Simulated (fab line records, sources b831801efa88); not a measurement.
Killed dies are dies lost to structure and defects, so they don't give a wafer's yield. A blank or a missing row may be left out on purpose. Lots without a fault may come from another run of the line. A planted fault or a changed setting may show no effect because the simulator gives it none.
fab line records | flow gf180mcu
record lots=5 wafers=15 last_day=34
route steps=602 shown LVPWELL@57 MVSD@66 MVPSD@78 VT_IMPLANT@90
lots that met no fault: from a run of the same line without faults
start_h: hours from the record's first day to the start of the lot's first wafer shown | wait_h: hours since the lot's step before | " the same as in the row above | L1.1+2: a row that stands for several wafers | - no value, or no start given | * or withheld: withheld | < > ~ a bound
route shown NAME@n: a module of which the file shows steps, and the number in the route of the first | usual: mean/standard deviation of fault-free wafers | same: alike in all rows | chamber/n: place in a boat | sites: the reading at each site | _std_site: their standard deviation | _edge_site: outer sites' mean less inner sites' | radius_mm: how far each site lies from the wafer's centre | mask NAME#n: copy n | behind: the tool/chamber that last shaped the wafer | hold: why the lot was held/for how many hours/how that ended | device: the transistor (n, p or np) that didn't switch | end of line: the same wafers' tests at the end of the route | a step without rows: its recipe alone | killed: dies lost to structure and defects at the first sort, not the wafer's yield | map: a wafer's dies, x killed, . not, _ none there
set.NAME: the setting as run; set.NAME@STEP: as run at that earlier step | model.NAME: the simulator's own value behind a step, which no gauge read
lots at some steps of the route; a table a step, a row a wafer
services: from which hour (start_h, from the record's first day; less than 0 if before it) a tool's chamber was out of use, for how many hours, and why
## steps
# step GF_LVPWELL_SOFTBAKE_03
# recipe temp_c=110 time_s=withheld
# usual heater_power_total_W=65.33/0.13 plate_temp_C=110.03/0.13
# columns lot.wafer tool chamber start_h wait_h heater_power_total_W plate_temp_C
L083.2 litho_track-04 0 114.15 0.1 65.47 110.09
L083.3 " 0 " " 65.25 110.08
L083.5 " 0 " " 65.27 109.89
L084.1 litho_track-04 0 117.52 0.1 65.36 110.09
L084.2 " 0 " " 65.40 109.96
L084.3 " 0 " " 65.40 110.04
L091.2 litho_track-01 0 161.63 0.1 65.12 110.16
L091.3 " 0 " " 65.24 110.15
L091.4 " 0 " " 65.15 110.29
L093.1 litho_track-04 0 172.32 0.1 65.37 110.06
L093.2 " 0 " " 65.52 109.94
L093.4 " 0 " " 65.11 110.02
L095.2 litho_track-01 0 181.13 0.1 65.39 110.05
L095.3 " 0 " " 65.37 110.01
L095.4 " 0 " " 65.50 110.04
# step GF_LVPWELL_EXPOSE_04
# recipe mask_id=LVPWELL target_cd_nm=600 na=0.6 source_shape=conventional sigma_outer=0.6 dose_mj=260
# usual stage_vel_mm_s=499.98/0.26
# columns lot.wafer tool chamber start_h wait_h mask stage_vel_mm_s
L083.2 iline_stepper-02 0 - - LVPWELL#0 499.92
L083.3 " 0 " " LVPWELL#0 499.77
L083.5 " 0 " " LVPWELL#0 499.71
L084.1 iline_stepper-02 0 - - LVPWELL#0 500.06
L084.2 " 0 " " LVPWELL#0 500.22
L084.3 " 0 " " LVPWELL#0 499.93
L091.2 iline_stepper-01 0 - - LVPWELL#0 499.53
L091.3 " 0 " " LVPWELL#0 500.06
L091.4 " 0 " " LVPWELL#0 499.99
L093.1 iline_stepper-01 0 - - LVPWELL#0 500.41
L093.2 " 0 " " LVPWELL#0 500.04
L093.4 " 0 " " LVPWELL#0 499.73
L095.2 iline_stepper-02 0 - - LVPWELL#0 499.96
L095.3 " 0 " " LVPWELL#0 499.94
L095.4 " 0 " " LVPWELL#0 500.28
# step GF_LVPWELL_PEB_05
# recipe temp_c=115 time_s=withheld
# usual heater_power_total_W=69.34/0.14 plate_temp_C=115.01/0.12
# columns lot.wafer tool chamber start_h wait_h heater_power_total_W plate_temp_C
L083.2 litho_track-03 0 - - 69.50 114.80
L083.3 " 0 " " 69.41 115.05
L083.5 " 0 " " 69.58 114.89
L084.1 litho_track-01 0 - - 69.34 114.95
L084.2 " 0 " " 69.30 115.30
L084.3 " 0 " " 69.47 115.12
L091.2 litho_track-03 0 - - 69.13 115.12
L091.3 " 0 " " 69.27 114.97
L091.4 " 0 " " 69.39 114.87
L093.1 litho_track-04 0 - - 69.27 114.92
L093.2 " 0 " " 69.49 115.12
L093.4 " 0 " " 69.10 115.01
L095.2 litho_track-01 0 - - 69.62 115.26
L095.3 " 0 " " 69.47 115.19
L095.4 " 0 " " 69.29 115.37
# step GF_LVPWELL_DEVELOP_06
# recipe wall_angle_deg=90 develop_time_s=60 dev_temp_c=23
# columns lot.wafer tool chamber start_h wait_h
L083.2+3+5 litho_track-03 0 - -
L084.1+2+3 litho_track-01 0 - -
L091.2+3+4 litho_track-03 0 - -
L093.1+2+4 litho_track-04 0 - -
L095.2+3+4 litho_track-01 0 - -
# step GF_LVPWELL_OVL_MEAS_07
# usual LVPWELL_OVL=1.3/1.5
# columns lot.wafer tool chamber start_h wait_h LVPWELL_OVL[nm]
L083.2 overlay-02 - 121.35 - 1.1
L083.3 " - " " 0.1
L083.5 " - " " 1.1
L084.1 overlay-01 - 124.55 - -0.7
L084.2 " - " " -0.9
L084.3 " - " " 0.1
L091.2 overlay-01 - 169.55 - 0.7
L091.3 " - " " 2.1
L091.4 " - " " 1.5
L093.1 overlay-02 - 180.72 - 0.3
L093.2 " - " " 0.2
L093.4 " - " " 3.0
L095.2 overlay-02 - 189.56 - 1.3
L095.3 " - " " 2.9
L095.4 " - " " 3.1
# step GF_LVPWELL_IMPLANT_08
# recipe species=B energy_kev=170 dose_cm2=1.5e+13 tilt_deg=0
# usual tilt_deg=0.003/0.02
# columns lot.wafer tool chamber start_h wait_h tilt_deg
L083.2 implanter-02 0 121.41 0.0 0.041
L083.3 " 0 " " 0.024
L083.5 " 0 " " 0.009
L084.1 implanter-02 0 124.59 0.0 0.021
L084.2 " 0 " " 0.015
L084.3 " 0 " " 0.004
L091.2 implanter-02 0 169.61 0.0 -0.036
L091.3 " 0 " " 0.025
L091.4 " 0 " " 0.016
L093.1 implanter-04 0 180.75 0.0 -0.023
L093.2 " 0 " " -0.021
L093.4 " 0 " " -0.052
L095.2 implanter-01 0 189.61 0.0 0.039
L095.3 " 0 " " 0.026
L095.4 " 0 " " 0.024
# step GF_LVPWELL_IMPLANT_09
# recipe species=B energy_kev=60 dose_cm2=5e+12 tilt_deg=0
# usual tilt_deg=-0.002/0.021
# columns lot.wafer tool chamber start_h wait_h tilt_deg
L083.2 implanter-02 0 121.56 0.1 -0.005
L083.3 " 0 " " -0.006
L083.5 " 0 " " -0.008
L084.1 implanter-02 0 124.74 0.1 -0.018
L084.2 " 0 " " 0.032
L084.3 " 0 " " 0.008
L091.2 implanter-02 0 169.76 0.1 -0.018
L091.3 " 0 " " 0.006
L091.4 " 0 " " -0.004
L093.1 implanter-04 0 180.90 0.1 0.035
L093.2 " 0 " " 0.002
L093.4 " 0 " " 0.058
L095.2 implanter-01 0 189.76 0.1 -0.021
L095.3 " 0 " " -0.007
L095.4 " 0 " " -0.014
# step GF_LVPWELL_STRIP_10
# recipe chemistry=O2/N2 power_w=1400 pressure_mtorr=1500 platen_temp_c=250 o2_flow_sccm=3000 n2_flow_sccm=300 overash_fraction=0.5
# usual drypump_motor_current_A=5.8/0.58 heater_power_w=331/24 oes_product_au=0.723/0.0043 strip_time_to_endpoint_s=36.96/0.093
# columns lot.wafer tool chamber start_h wait_h drypump_motor_current_A heater_power_w oes_product_au rf_hours_counter_h strip_time_to_endpoint_s
L083.2 plasma_asher-04 0 121.68 0.1 5.2 324 0.714 0 37.08
L083.3 " 0 " " 5.2 326 0.718 - 37.08
L083.5 " 0 " " 5.2 321 0.718 - 37.02
L084.1 plasma_asher-04 0 124.89 0.1 5.2 320 0.732 1 36.98
L084.2 " 1 " " 5.6 302 0.718 1 36.99
L084.3 " 1 " " 5.6 305 0.724 - 37.06
L091.2 plasma_asher-04 0 169.88 0.1 5.2 329 0.724 5 36.90
L091.3 " 1 " " 5.5 304 0.716 - 36.86
L091.4 " 0 " " 5.3 326 0.723 - 37.00
L093.1 plasma_asher-04 0 181.05 0.1 5.2 326 0.724 6 37.00
L093.2 " 1 " " 5.6 311 0.720 6 37.03
L093.4 " 0 " " 5.2 326 0.728 - 36.95
L095.2 plasma_asher-02 0 189.89 0.1 5.3 344 0.721 52 36.92
L095.3 " 0 " " 5.3 336 0.724 - 36.85
L095.4 " 1 " " 6.6 298 0.718 - 36.94
# step GF_LVPWELL_TW_MEAS_11
# usual LVPWELL_TW=557/3.4
# columns lot.wafer tool chamber start_h wait_h LVPWELL_TW
L083.2 film_metro-03 - 121.79 0.1 557
L083.3 " - " " 556
L083.5 " - " " 557
L084.1 film_metro-02 - 124.99 0.1 563
L084.2 " - " " 560
L084.3 " - " " 558
L091.2 film_metro-02 - 169.99 0.1 559
L091.3 " - " " 561
L091.4 " - " " 559
L093.1 film_metro-01 - 181.15 0.1 550
L093.2 " - " " 557
L093.4 " - " " 554
L095.2 film_metro-02 - 190.05 0.1 559
L095.3 " - " " 560
L095.4 " - " " 558
# step GF_MVSD_DEHYDRATE_00
# recipe temp_c=200 time_s=60
# usual heater_power_total_W=160.37/0.12 plate_temp_C=200.01/0.16
# columns lot.wafer tool chamber start_h wait_h heater_power_total_W plate_temp_C
L083.2 litho_track-04 0 128.44 6.6 160.41 199.95
L083.3 " 0 " " 160.40 199.68
L083.5 " 0 " " 160.35 199.97
L084.1 litho_track-02 0 132.28 7.3 160.26 200.29
L084.2 " 0 " " 160.34 200.26
L084.3 " 0 " " 160.45 199.94
L091.2 litho_track-04 0 177.99 8.0 160.50 199.98
L091.3 " 0 " " 160.30 199.81
L091.4 " 0 " " 160.41 199.86
L093.1 litho_track-02 0 188.88 7.7 160.60 199.96
L093.2 " 0 " " 160.34 199.81
L093.4 " 0 " " 160.31 199.94
L095.2 litho_track-04 0 197.94 7.9 160.32 200.06
L095.3 " 0 " " 160.33 200.17
L095.4 " 0 " " 160.19 199.97
# step GF_MVSD_HMDS_01
# recipe prime_time_s=60 prime_temp_c=120
# same prime_time_s=60
# columns lot.wafer tool chamber start_h wait_h
L083.2+3+5 litho_track-04 0 128.59 0.1
L084.1+2+3 litho_track-02 0 132.43 0.1
L091.2+3+4 litho_track-04 0 178.14 0.1
L093.1+2+4 litho_track-02 0 189.03 0.1
L095.2+3+4 litho_track-04 0 198.09 0.1
# step GF_MVSD_COAT_02
# recipe spin_rpm=2000 resist_thk_nm=3000
# columns lot.wafer tool chamber start_h wait_h
L083.2+3+5 litho_track-04 0 128.74 0.1
L084.1+2+3 litho_track-02 0 132.58 0.1
L091.2+3+4 litho_track-04 0 178.29 0.1
L093.1+2+4 litho_track-02 0 189.18 0.1
L095.2+3+4 litho_track-04 0 198.24 0.1
# step GF_MVSD_SOFTBAKE_03
# recipe temp_c=110 time_s=withheld
# usual heater_power_total_W=65.33/0.14 plate_temp_C=110.01/0.13
# columns lot.wafer tool chamber start_h wait_h heater_power_total_W plate_temp_C
L083.2 litho_track-04 0 128.90 0.1 65.42 109.82
L083.3 " 0 " " 65.25 109.90
L083.5 " 0 " " 65.47 109.96
L084.1 litho_track-02 0 132.73 0.1 65.53 110.14
L084.2 " 0 " " 65.08 110.10
L084.3 " 0 " " 65.16 110.18
L091.2 litho_track-04 0 178.45 0.1 65.19 109.93
L091.3 " 0 " " 65.25 110.15
L091.4 " 0 " " 65.51 110.18
L093.1 litho_track-02 0 189.33 0.1 65.31 110.18
L093.2 " 0 " " 65.13 109.90
L093.4 " 0 " " 65.44 110.03
L095.2 litho_track-04 0 198.40 0.1 65.44 109.99
L095.3 " 0 " " 65.18 110.05
L095.4 " 0 " " 65.53 109.84
# step GF_MVSD_EXPOSE_04
# recipe mask_id=MVSD target_cd_nm=1000 na=0.6 source_shape=conventional sigma_outer=0.6 dose_mj=260
# usual stage_vel_mm_s=500.01/0.25
# columns lot.wafer tool chamber start_h wait_h mask stage_vel_mm_s
L083.2 iline_stepper-01 0 - - MVSD#0 500.05
L083.3 " 0 " " MVSD#0 500.30
L083.5 " 0 " " MVSD#0 500.26
L084.1 iline_stepper-02 0 - - MVSD#0 500.60
L084.2 " 0 " " MVSD#0 500.08
L084.3 " 0 " " MVSD#0 500.25
L091.2 iline_stepper-02 0 - - MVSD#0 500.18
L091.3 " 0 " " MVSD#0 500.03
L091.4 " 0 " " MVSD#0 500.13
L093.1 iline_stepper-01 0 - - MVSD#0 500.08
L093.2 " 0 " " MVSD#0 500.15
L093.4 " 0 " " MVSD#0 500.28
L095.2 iline_stepper-02 0 - - MVSD#0 500.29
L095.3 " 0 " " MVSD#0 499.73
L095.4 " 0 " " MVSD#0 500.12
# step GF_MVSD_PEB_05
# recipe temp_c=115 time_s=withheld
# usual heater_power_total_W=69.36/0.13 plate_temp_C=114.99/0.13
# columns lot.wafer tool chamber start_h wait_h heater_power_total_W plate_temp_C
L083.2 litho_track-03 0 - - 69.15 114.74
L083.3 " 0 " " 69.47 114.89
L083.5 " 0 " " 69.39 114.70
L084.1 litho_track-03 0 - - 69.18 114.93
L084.2 " 0 " " 69.14 114.90
L084.3 " 0 " " 69.38 114.90
L091.2 litho_track-04 0 - - 69.52 114.81
L091.3 " 0 " " 69.41 114.99
L091.4 " 0 " " 69.22 114.83
L093.1 litho_track-03 0 - - 69.51 114.96
L093.2 " 0 " " 69.33 114.87
L093.4 " 0 " " 69.56 114.90
L095.2 litho_track-03 0 - - 69.41 115.12
L095.3 " 0 " " 69.28 114.72
L095.4 " 0 " " 69.43 115.04
# step GF_MVSD_DEVELOP_06
# recipe wall_angle_deg=90 develop_time_s=60 dev_temp_c=23
# columns lot.wafer tool chamber start_h wait_h
L083.2+3+5 litho_track-03 0 - -
L084.1+2+3 litho_track-03 0 - -
L091.2+3+4 litho_track-04 0 - -
L093.1+2+4 litho_track-03 0 - -
L095.2+3+4 litho_track-03 0 - -
# step GF_MVSD_OVL_MEAS_07
# usual MVSD_OVL=0.3/1.4
# columns lot.wafer tool chamber start_h wait_h MVSD_OVL[nm]
L083.2 overlay-02 - 136.35 - -0.4
L083.3 " - " " -0.5
L083.5 " - " " 0.4
L084.1 overlay-01 - 140.30 - 1.8
L084.2 " - " " 0.1
L084.3 " - " " -0.5
L091.2 overlay-01 - 186.92 - 1.0
L091.3 " - " " 1.6
L091.4 " - " " 2.7
L093.1 overlay-02 - 197.64 - 0.0
L093.2 " - " " 0.0
L093.4 " - " " -0.5
L095.2 overlay-01 - 207.25 - 0.2
L095.3 " - " " -0.4
L095.4 " - " " 1.4
# step GF_MVSD_IMPLANT_08
# recipe species=P energy_kev=400 dose_cm2=1.6e+13 tilt_deg=0
# usual tilt_deg=0.000/0.019
# columns lot.wafer tool chamber start_h wait_h tilt_deg
L083.2 implanter-03 0 136.54 0.2 -0.025
L083.3 " 0 " " -0.013
L083.5 " 0 " " -0.011
L084.1 implanter-04 0 140.33 0.0 -0.018
L084.2 " 0 " " -0.011
L084.3 " 0 " " -0.020
L091.2 implanter-04 0 186.98 0.0 0.023
L091.3 " 0 " " 0.023
L091.4 " 0 " " 0.031
L093.1 implanter-02 0 197.68 0.0 -0.007
L093.2 " 0 " " 0.018
L093.4 " 0 " " 0.011
L095.2 implanter-03 0 207.31 0.0 -0.017
L095.3 " 0 " " -0.045
L095.4 " 0 " " 0.006
# step GF_MVSD_IMPLANT_09
# recipe species=P energy_kev=100 dose_cm2=5e+12 tilt_deg=0
# usual tilt_deg=0.000/0.019
# columns lot.wafer tool chamber start_h wait_h tilt_deg
L083.2 implanter-03 0 136.69 0.1 -0.042
L083.3 " 0 " " -0.037
L083.5 " 0 " " -0.028
L084.1 implanter-04 0 140.48 0.1 -0.020
L084.2 " 0 " " -0.012
L084.3 " 0 " " -0.018
L091.2 implanter-04 0 187.13 0.1 -0.022
L091.3 " 0 " " 0.003
L091.4 " 0 " " -0.011
L093.1 implanter-02 0 197.83 0.1 0.006
L093.2 " 0 " " -0.015
L093.4 " 0 " " -0.008
L095.2 implanter-03 0 207.46 0.1 -0.018
L095.3 " 0 " " -0.005
L095.4 " 0 " " -0.002
# step GF_MVSD_STRIP_10
# recipe chemistry=O2/N2 power_w=1400 pressure_mtorr=1500 platen_temp_c=250 o2_flow_sccm=3000 n2_flow_sccm=300 overash_fraction=0.5
# usual drypump_motor_current_A=5.8/0.48 heater_power_w=324/32 oes_product_au=0.723/0.0049 strip_time_to_endpoint_s=36.97/0.11
# columns lot.wafer tool chamber start_h wait_h drypump_motor_current_A heater_power_w oes_product_au rf_hours_counter_h strip_time_to_endpoint_s
L083.2 plasma_asher-02 0 136.81 0.1 5.3 338 0.719 47 37.05
L083.3 " 1 " " 6.5 306 0.721 - 37.02
L083.5 " 0 " " 5.3 336 0.713 - 37.01
L084.1 plasma_asher-04 0 140.63 0.1 5.2 326 0.724 2 36.97
L084.2 " 1 " " 5.5 306 0.721 2 37.00
L084.3 " 0 " " 5.2 324 0.725 - 37.00
L091.2 plasma_asher-02 0 187.25 0.1 5.3 331 0.723 52 36.97
L091.3 " 1 " " 6.6 305 0.720 - 36.90
L091.4 " 0 " " 5.3 341 0.726 - 36.92
L093.1 plasma_asher-01 1 197.98 0.1 5.6 393 0.718 58 36.99
L093.2 " 0 " " 6.0 286 0.718 58 36.99
L093.4 " 1 " " 5.6 374 0.721 - 37.05
L095.2 plasma_asher-04 0 207.58 0.1 5.2 324 0.725 9 36.95
L095.3 " 1 " " 5.5 301 0.722 - 37.12
L095.4 " 0 " " 5.2 316 0.724 - 37.10
# step GF_MVSD_TW_MEAS_11
# usual MVSD_TW=1575/9
# columns lot.wafer tool chamber start_h wait_h MVSD_TW
L083.2 film_metro-01 - 136.92 0.1 1570
L083.3 " - " " 1574
L083.5 " - " " 1565
L084.1 film_metro-03 - 140.73 0.1 1570
L084.2 " - " " 1578
L084.3 " - " " 1577
L091.2 film_metro-01 - 187.36 0.1 1563
L091.3 " - " " 1565
L091.4 " - " " 1563
L093.1 film_metro-01 - 198.08 0.1 1571
L093.2 " - " " 1564
L093.4 " - " " 1567
L095.2 film_metro-01 - 207.69 0.1 1573
L095.3 " - " " 1574
L095.4 " - " " 1570
# step GF_MVPSD_DEHYDRATE_00
# recipe temp_c=200 time_s=60
# usual heater_power_total_W=160.37/0.14 plate_temp_C=200.03/0.16
# columns lot.wafer tool chamber start_h wait_h heater_power_total_W plate_temp_C
L083.2 litho_track-01 0 143.93 7.0 160.40 200.26
L083.3 " 0 " " 160.20 200.18
L083.5 " 0 " " 160.26 200.19
L084.1 litho_track-04 0 148.17 7.4 160.44 200.23
L084.2 " 0 " " 160.28 200.06
L084.3 " 0 " " 160.35 199.92
L091.2 litho_track-01 0 195.17 7.8 160.23 200.27
L091.3 " 0 " " 160.39 200.32
L091.4 " 0 " " 160.24 200.43
L093.1 litho_track-01 0 205.95 7.9 160.20 199.80
L093.2 " 0 " " 160.24 200.01
L093.4 " 0 " " 160.40 199.75
L095.2 litho_track-02 0 215.70 8.0 160.17 200.16
L095.3 " 0 " " 160.33 199.94
L095.4 " 0 " " 160.54 200.06
# step GF_MVPSD_HMDS_01
# recipe prime_time_s=60 prime_temp_c=120
# same prime_time_s=60
# columns lot.wafer tool chamber start_h wait_h
L083.2+3+5 litho_track-01 0 144.08 0.1
L084.1+2+3 litho_track-04 0 148.32 0.1
L091.2+3+4 litho_track-01 0 195.32 0.1
L093.1+2+4 litho_track-01 0 206.10 0.1
L095.2+3+4 litho_track-02 0 215.85 0.1
# step GF_MVPSD_COAT_02
# recipe spin_rpm=2000 resist_thk_nm=3000
# columns lot.wafer tool chamber start_h wait_h
L083.2+3+5 litho_track-01 0 144.23 0.1
L084.1+2+3 litho_track-04 0 148.47 0.1
L091.2+3+4 litho_track-01 0 195.47 0.1
L093.1+2+4 litho_track-01 0 206.25 0.1
L095.2+3+4 litho_track-02 0 216.00 0.1
# step GF_MVPSD_SOFTBAKE_03
# recipe temp_c=110 time_s=withheld
# usual heater_power_total_W=65.31/0.13 plate_temp_C=110.00/0.13
# columns lot.wafer tool chamber start_h wait_h heater_power_total_W plate_temp_C
L083.2 litho_track-01 0 144.38 0.1 65.18 110.19
L083.3 " 0 " " 65.20 110.05
L083.5 " 0 " " 65.21 109.86
L084.1 litho_track-04 0 148.62 0.1 65.37 109.99
L084.2 " 0 " " 65.37 110.02
L084.3 " 0 " " 65.35 110.10
L091.2 litho_track-01 0 195.63 0.1 65.33 110.03
L091.3 " 0 " " 65.20 109.97
L091.4 " 0 " " 65.45 110.03
L093.1 litho_track-01 0 206.40 0.1 65.22 109.88
L093.2 " 0 " " 65.28 109.93
L093.4 " 0 " " 65.27 109.87
L095.2 litho_track-02 0 216.16 0.1 65.31 110.04
L095.3 " 0 " " 65.10 109.94
L095.4 " 0 " " 65.44 110.14
# step GF_MVPSD_EXPOSE_04
# recipe mask_id=MVPSD target_cd_nm=1000 na=0.6 source_shape=conventional sigma_outer=0.6 dose_mj=260
# usual stage_vel_mm_s=499.97/0.25
# columns lot.wafer tool chamber start_h wait_h mask stage_vel_mm_s
L083.2 iline_stepper-01 0 - - MVPSD#0 500.25
L083.3 " 0 " " MVPSD#0 500.06
L083.5 " 0 " " MVPSD#0 500.42
L084.1 iline_stepper-01 0 - - MVPSD#0 500.27
L084.2 " 0 " " MVPSD#0 499.77
L084.3 " 0 " " MVPSD#0 500.00
L091.2 iline_stepper-01 0 - - MVPSD#0 499.93
L091.3 " 0 " " MVPSD#0 500.14
L091.4 " 0 " " MVPSD#0 500.25
L093.1 iline_stepper-01 0 - - MVPSD#0 499.68
L093.2 " 0 " " MVPSD#0 500.77
L093.4 " 0 " " MVPSD#0 500.20
L095.2 iline_stepper-02 0 - - MVPSD#0 499.88
L095.3 " 0 " " MVPSD#0 499.97
L095.4 " 0 " " MVPSD#0 499.64
# step GF_MVPSD_PEB_05
# recipe temp_c=115 time_s=withheld
# usual heater_power_total_W=69.33/0.13 plate_temp_C=115.01/0.13
# columns lot.wafer tool chamber start_h wait_h heater_power_total_W plate_temp_C
L083.2 litho_track-04 0 - - 69.32 114.71
L083.3 " 0 " " 69.13 114.90
L083.5 " 0 " " 69.07 114.87
L084.1 litho_track-01 0 - - 69.23 114.84
L084.2 " 0 " " 69.38 115.03
L084.3 " 0 " " 69.21 114.92
L091.2 litho_track-04 0 - - 69.28 114.99
L091.3 " 0 " " 69.31 115.05
L091.4 " 0 " " 69.25 115.00
L093.1 litho_track-04 0 - - 69.23 114.85
L093.2 " 0 " " 69.34 114.81
L093.4 " 0 " " 69.20 114.87
L095.2 litho_track-04 0 - - 69.24 114.94
L095.3 " 0 " " 69.50 114.78
L095.4 " 0 " " 69.41 114.79
# step GF_MVPSD_DEVELOP_06
# recipe wall_angle_deg=90 develop_time_s=60 dev_temp_c=23
# columns lot.wafer tool chamber start_h wait_h
L083.2+3+5 litho_track-04 0 - -
L084.1+2+3 litho_track-01 0 - -
L091.2+3+4 litho_track-04 0 - -
L093.1+2+4 litho_track-04 0 - -
L095.2+3+4 litho_track-04 0 - -
# step GF_MVPSD_OVL_MEAS_07
# usual MVPSD_OVL=1.2/1.3
# columns lot.wafer tool chamber start_h wait_h MVPSD_OVL[nm]
L083.2 overlay-01 - 152.12 - 1.1
L083.3 " - " " -0.8
L083.5 " - " " 0.4
L084.1 overlay-01 - 156.30 - 0.7
L084.2 " - " " 0.2
L084.3 " - " " 2.1
L091.2 overlay-02 - 204.67 - 3.8
L091.3 " - " " 2.1
L091.4 " - " " 0.9
L093.1 overlay-02 - 215.62 - 0.5
L093.2 " - " " 0.9
L093.4 " - " " 1.2
L095.2 overlay-02 - 225.72 - 3.6
L095.3 " - " " -0.2
L095.4 " - " " 0.8
# step GF_MVPSD_IMPLANT_08
# recipe species=B energy_kev=170 dose_cm2=1.5e+13 tilt_deg=0
# usual tilt_deg=0.004/0.019
# columns lot.wafer tool chamber start_h wait_h tilt_deg
L083.2 implanter-03 0 152.18 0.0 0.033
L083.3 " 0 " " 0.039
L083.5 " 0 " " 0.044
L084.1 implanter-03 0 156.34 0.0 -0.037
L084.2 " 0 " " -0.005
L084.3 " 0 " " 0.007
L091.2 implanter-01 0 204.73 0.0 0.006
L091.3 " 0 " " -0.041
L091.4 " 0 " " -0.006
L093.1 implanter-03 0 215.65 0.0 0.003
L093.2 " 0 " " -0.013
L093.4 " 0 " " -0.004
L095.2 implanter-02 0 225.78 0.0 0.021
L095.3 " 0 " " 0.032
L095.4 " 0 " " 0.029
# step GF_MVPSD_IMPLANT_09
# recipe species=B energy_kev=40 dose_cm2=5e+12 tilt_deg=0
# usual tilt_deg=0.003/0.016
# columns lot.wafer tool chamber start_h wait_h tilt_deg
L083.2 implanter-03 0 152.33 0.1 -0.007
L083.3 " 0 " " -0.007
L083.5 " 0 " " 0.000
L084.1 implanter-03 0 156.49 0.1 -0.011
L084.2 " 0 " " -0.018
L084.3 " 0 " " 0.006
L091.2 implanter-01 0 204.88 0.1 -0.004
L091.3 " 0 " " 0.007
L091.4 " 0 " " 0.001
L093.1 implanter-03 0 215.80 0.1 0.010
L093.2 " 0 " " -0.011
L093.4 " 0 " " -0.002
L095.2 implanter-02 0 225.93 0.1 0.007
L095.3 " 0 " " 0.013
L095.4 " 0 " " 0.002
# step GF_MVPSD_STRIP_10
# recipe chemistry=O2/N2 power_w=1400 pressure_mtorr=1500 platen_temp_c=250 o2_flow_sccm=3000 n2_flow_sccm=300 overash_fraction=0.5
# usual drypump_motor_current_A=5.9/0.48 heater_power_w=335/34 oes_product_au=0.723/0.0046 strip_time_to_endpoint_s=36.97/0.094
# columns lot.wafer tool chamber start_h wait_h drypump_motor_current_A heater_power_w oes_product_au rf_hours_counter_h strip_time_to_endpoint_s
L083.2 plasma_asher-01 1 152.45 0.1 5.6 373 0.725 54 36.91
L083.3 " 0 " " 6.0 281 0.727 - 36.88
L083.5 " 0 " " 6.0 284 0.724 - 36.97
L084.1 plasma_asher-04 1 156.64 0.1 5.6 301 0.714 4 37.15
L084.2 " 0 " " 5.2 327 0.718 4 37.05
L084.3 " 0 " " 5.2 318 0.724 - 37.13
L091.2 plasma_asher-04 0 205.00 0.1 5.2 328 0.725 9 36.93
L091.3 " 0 " " 5.2 326 0.725 - 36.89
L091.4 " 1 " " 5.6 309 0.725 - 36.92
L093.1 plasma_asher-01 1 215.95 0.1 5.7 392 0.717 60 36.77
L093.2 " 0 " " 6.0 287 0.720 60 36.90
L093.4 " 1 " " 5.6 376 0.720 - 36.91
L095.2 plasma_asher-03 0 226.05 0.1 6.7 350 0.723 43 36.88
L095.3 " 1 " " 6.0 358 0.725 - 37.03
L095.4 " 0 " " 6.8 355 0.724 - 36.86
# step GF_MVPSD_TW_MEAS_11
# usual MVPSD_TW=552/3.2
# columns lot.wafer tool chamber start_h wait_h MVPSD_TW
L083.2 film_metro-01 - 152.56 0.1 545
L083.3 " - " " 543
L083.5 " - " " 547
L084.1 film_metro-02 - 156.74 0.1 555
L084.2 " - " " 554
L084.3 " - " " 554
L091.2 film_metro-02 - 205.11 0.1 557
L091.3 " - " " 555
L091.4 " - " " 558
L093.1 film_metro-02 - 216.05 0.1 548
L093.2 " - " " 553
L093.4 " - " " 550
L095.2 film_metro-03 - 226.16 0.1 551
L095.3 " - " " 551
L095.4 " - " " 548
# step GF_VT_IMPLANT_DEHYDRATE_00
# recipe temp_c=200 time_s=60
# usual heater_power_total_W=160.39/0.14 plate_temp_C=200.02/0.18
# columns lot.wafer tool chamber start_h wait_h heater_power_total_W plate_temp_C
L083.2 litho_track-03 0 159.72 7.1 160.18 200.18
L083.3 " 0 " " 160.61 199.81
L083.5 " 0 " " 160.56 200.00
L084.1 litho_track-01 0 164.30 7.6 160.41 200.36
L084.2 " 0 " " 160.38 200.40
L084.3 " 0 " " 160.55 200.37
L091.2 litho_track-02 0 213.15 8.0 160.46 199.89
L091.3 " 0 " " 160.14 200.00
L091.4 " 0 " " 160.40 200.09
L093.1 litho_track-03 0 224.74 8.7 160.47 199.73
L093.2 " 0 " " 160.17 199.85
L093.4 " 0 " " 160.36 199.85
L095.2 litho_track-01 0 234.42 8.3 160.54 200.26
L095.3 " 0 " " 160.31 200.23
L095.4 " 0 " " 160.30 200.16
# step GF_VT_IMPLANT_HMDS_01
# recipe prime_time_s=60 prime_temp_c=120
# same prime_time_s=60
# columns lot.wafer tool chamber start_h wait_h
L083.2+3+5 litho_track-03 0 159.87 0.1
L084.1+2+3 litho_track-01 0 164.45 0.1
L091.2+3+4 litho_track-02 0 213.30 0.1
L093.1+2+4 litho_track-03 0 224.89 0.1
L095.2+3+4 litho_track-01 0 234.57 0.1
# step GF_VT_IMPLANT_COAT_02
# recipe resist=NOVOLAK spin_rpm=3000 resist_thk_nm=1000
# columns lot.wafer tool chamber start_h wait_h
L083.2+3+5 litho_track-03 0 160.02 0.1
L084.1+2+3 litho_track-01 0 164.60 0.1
L091.2+3+4 litho_track-02 0 213.45 0.1
L093.1+2+4 litho_track-03 0 225.04 0.1
L095.2+3+4 litho_track-01 0 234.72 0.1
## services
# columns tool chamber start_h hours kind
iline_stepper-02 - 93.85 4.4 pm
implanter-01 - 97.89 4.0 repair
implanter-03 - 101.67 2.9 repair
implanter-01 - 101.85 22.9 pm
iline_stepper-02 - 104.65 7.4 repair
plasma_asher-04 - 108.75 9.0 pm
implanter-04 - 109.14 4.3 repair
implanter-04 - 127.87 9.3 pm
implanter-03 - 131.51 4.0 pm
plasma_asher-04 - 131.59 2.0 repair
implanter-01 - 150.38 6.2 pm
implanter-01 - 159.78 4.5 pm
plasma_asher-02 - 164.51 1.8 repair
plasma_asher-01 - 169.55 4.5 repair
iline_stepper-02 - 187.42 7.6 repair
iline_stepper-02 - 195.01 1.7 pm
iline_stepper-02 - 204.86 11.4 repair
implanter-02 - 209.28 10.4 pm
plasma_asher-03 - 213.06 3.3 repair
iline_stepper-01 - 216.23 1.7 pm
iline_stepper-02 - 218.58 2.1 pm
implanter-04 - 227.20 1.2 repair
plasma_asher-02 - 229.41 0.8 repair
implanter-04 - 231.72 5.5 pm
## key
fault none
